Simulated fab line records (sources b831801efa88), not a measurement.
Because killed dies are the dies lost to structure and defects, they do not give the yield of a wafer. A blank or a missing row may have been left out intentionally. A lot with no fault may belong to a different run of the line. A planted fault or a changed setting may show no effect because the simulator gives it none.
Matching of chambers || flow gf180mcu || GF_STI_CMP_25 on cmp-02: 4 sister chambers
The step polishes, stops on Si3N4, t overpolish 33 s, target thk 524.6 nm. 4 wafers are shown with their chamber, then 7 later ones without.

WAFERS PAIRED WITH THEIR CHAMBERS
{"wafer": "L786.2", "chamber": 1, "motor current A (A)": 11.2}
{"wafer": "L786.6", "chamber": 3, "motor current A (A)": 10.7}
{"wafer": "L787.1", "chamber": 0, "motor current A (A)": 13.3}
{"wafer": "L787.4", "chamber": 2, "motor current A (A)": 12.9}

WAFERS WITH NO CHAMBER GIVEN
{"wafer": "L787.5", "motor current A (A)": 13.7}
{"wafer": "L791.2", "motor current A (A)": 11.3}
{"wafer": "L791.5", "motor current A (A)": 10.2}
{"wafer": "L791.6", "motor current A (A)": 14.3}
{"wafer": "L792.1", "motor current A (A)": 13.3}
{"wafer": "L792.3", "motor current A (A)": 11.5}
{"wafer": "L792.4", "motor current A (A)": 12.8}

WHICH CHAMBER EACH ONE RAN IN
{"wafer": "L787.5", "from the rows above": "can't be placed: 0 or 2", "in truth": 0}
{"wafer": "L791.2", "from the rows above": "can't be placed: 1 or 3", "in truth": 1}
{"wafer": "L791.5", "from the rows above": "can't be placed: 3 or 1", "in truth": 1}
{"wafer": "L791.6", "from the rows above": "can't be placed: 0 or 2", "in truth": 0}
{"wafer": "L792.1", "from the rows above": "can't be placed: 0 or 2", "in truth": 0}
{"wafer": "L792.3", "from the rows above": "can't be placed: 1 or 3", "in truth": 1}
{"wafer": "L792.4", "from the rows above": "can't be placed: 2 or 0", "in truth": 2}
0 of 7 placed correctly. These rows do not allow placing 7 (true chamber among the candidates in 7). Number placed wrongly: 0.
How it was worked out, from the rows above alone: a wafer's distance from a chamber is the root of the sum, over the readings, of the square of ((its reading less the chamber's mean) divided by the reading's scatter). The wafer belongs to the nearest chamber; if the next one is less than 2 further off, it can't be placed. For every chamber, the mean is computed from those of its wafers that are shown. The scatter (one wafer shown for each chamber): square how far every hidden wafer sits from the nearest shown wafer, average those squares and take the square root.
